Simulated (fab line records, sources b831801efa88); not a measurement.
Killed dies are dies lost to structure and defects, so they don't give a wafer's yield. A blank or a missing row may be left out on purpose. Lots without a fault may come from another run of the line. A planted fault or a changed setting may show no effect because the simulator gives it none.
fab line records | flow sfq_line
record lots=15 wafers=45 last_day=80
route steps=325 shown M8@315
lots that met no fault: from a run of the same line without faults
start_h: hours from the record's first day to the start of the lot's first wafer shown | wait_h: hours since the lot's step before | " the same as in the row above | L1.1+2: a row that stands for several wafers | - no value, or no start given | * or withheld: withheld | < > ~ a bound
route shown NAME@n: a module of which the file shows steps, and the number in the route of the first | usual: mean/standard deviation of fault-free wafers | same: alike in all rows | chamber/n: place in a boat | sites: the reading at each site | _std_site: their standard deviation | _edge_site: outer sites' mean less inner sites' | radius_mm: how far each site lies from the wafer's centre | mask NAME#n: copy n | behind: the tool/chamber that last shaped the wafer | hold: why the lot was held/for how many hours/how that ended | device: the transistor (n, p or np) that didn't switch | end of line: the same wafers' tests at the end of the route | a step without rows: its recipe alone | killed: dies lost to structure and defects at the first sort, not the wafer's yield | map: a wafer's dies, x killed, . not, _ none there
set.NAME: the setting as run; set.NAME@STEP: as run at that earlier step | model.NAME: the simulator's own value behind a step, which no gauge read
steps of the route over a sample of lots; a table a step, a row a wafer
services: from which hour (start_h, from the record's first day; less than 0 if before it) a tool's chamber was out of use, for how many hours, and why
## steps
# step SFQ_TRILAYER_M8_LITHO_EXPOSE_194
# recipe mask_id=M8 na=0.6 source_shape=conventional sigma_outer=0.65 target_cd_nm=2000 dose_mj=14.4
# usual exposure_dose_mJ_cm2=14.399/0.015 focus_offset_nm=-0.1/0.52
# columns lot.wafer tool chamber start_h wait_h mask exposure_dose_mJ_cm2 focus_offset_nm
L823.2 krf_scanner-01 0 1803.55 - M8#0 14.391 -0.8
L823.3 " 0 " " M8#0 14.399 0.3
L823.6 " 0 " " M8#0 14.402 0.4
L827.1 krf_scanner-01 0 1840.16 - M8#0 14.419 0.1
L827.3 " 0 " " M8#0 14.389 -0.2
L827.4 " 0 " " M8#0 14.395 0.6
L828.2 krf_scanner-01 0 1841.56 - M8#0 14.392 0.4
L828.4 " 0 " " M8#0 14.384 -0.6
L828.6 " 0 " " M8#0 14.391 0.7
L829.2 krf_scanner-01 0 1842.76 - M8#0 14.407 0.0
L829.4 " 0 " " M8#0 14.427 -0.7
L829.6 " 0 " " M8#0 14.412 -0.3
L830.1 krf_scanner-01 0 1848.56 - M8#0 14.364 0.1
L830.4 " 0 " " M8#0 14.395 0.0
L830.5 " 0 " " M8#0 14.394 -0.2
L831.2 krf_scanner-01 0 1849.96 - M8#0 14.415 0.4
L831.4 " 0 " " M8#0 14.390 0.7
L831.5 " 0 " " M8#0 14.413 -0.3
L832.1 krf_scanner-01 0 1852.16 - M8#0 14.388 0.0
L832.2 " 0 " " M8#0 14.421 0.3
L832.5 " 0 " " M8#0 14.405 0.5
L833.1 krf_scanner-01 0 1853.36 - M8#0 14.407 -0.1
L833.2 " 0 " " M8#0 14.399 -0.5
L833.4 " 0 " " M8#0 14.396 -0.6
L836.3 krf_scanner-01 0 1862.16 - M8#0 14.391 -0.2
L836.4 " 0 " " M8#0 14.389 -0.6
L836.6 " 0 " " M8#0 14.403 -0.3
L837.2 krf_scanner-01 - 1865.56 - M8#0 - -
L837.3 " - " " M8#0 - -
L837.6 " - " " M8#0 - -
L838.3 krf_scanner-01 - 1866.96 - M8#0 - -
L838.4 " - " " M8#0 - -
L838.5 " - " " M8#0 - -
L839.2 krf_scanner-01 - 1871.72 - M8#0 - -
L839.3 " - " " M8#0 - -
L839.6 " - " " M8#0 - -
L842.1 krf_scanner-01 0 1909.62 - M8#0 14.382 0.7
L842.2 " 0 " " M8#0 14.381 1.0
L842.6 " 0 " " M8#0 14.372 -0.4
L843.2 krf_scanner-01 0 1911.02 - M8#0 14.390 -1.1
L843.5 " 0 " " M8#0 14.391 -0.6
L843.6 " 0 " " M8#0 14.410 -0.1
L845.1 krf_scanner-01 0 1913.22 - M8#0 14.408 -0.5
L845.2 " 0 " " M8#0 14.401 -0.7
L845.3 " 0 " " M8#0 14.407 0.3
## services
# columns tool chamber start_h hours kind
krf_scanner-01 - 1829.75 1.0 pm
krf_scanner-01 - 1831.95 1.3 pm
krf_scanner-01 - 1892.40 4.0 pm
krf_scanner-01 - 1908.68 0.5 repair
## key
first_sign step=SFQ_TRILAYER_M8_LITHO_EXPOSE_194 reading=tool_record direction=missing
effect none on later readings
met_at SFQ_TRILAYER_M8_LITHO_EXPOSE_194
struck_lots L837,L838,L839
onset_between 1862.16 1865.56
fault kind=skipped_step_whole tool=krf_scanner-01 chamber=- onset_h=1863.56 steps=SFQ_TRILAYER_M8_LITHO_EXPOSE_194 scope=struck_lots_only
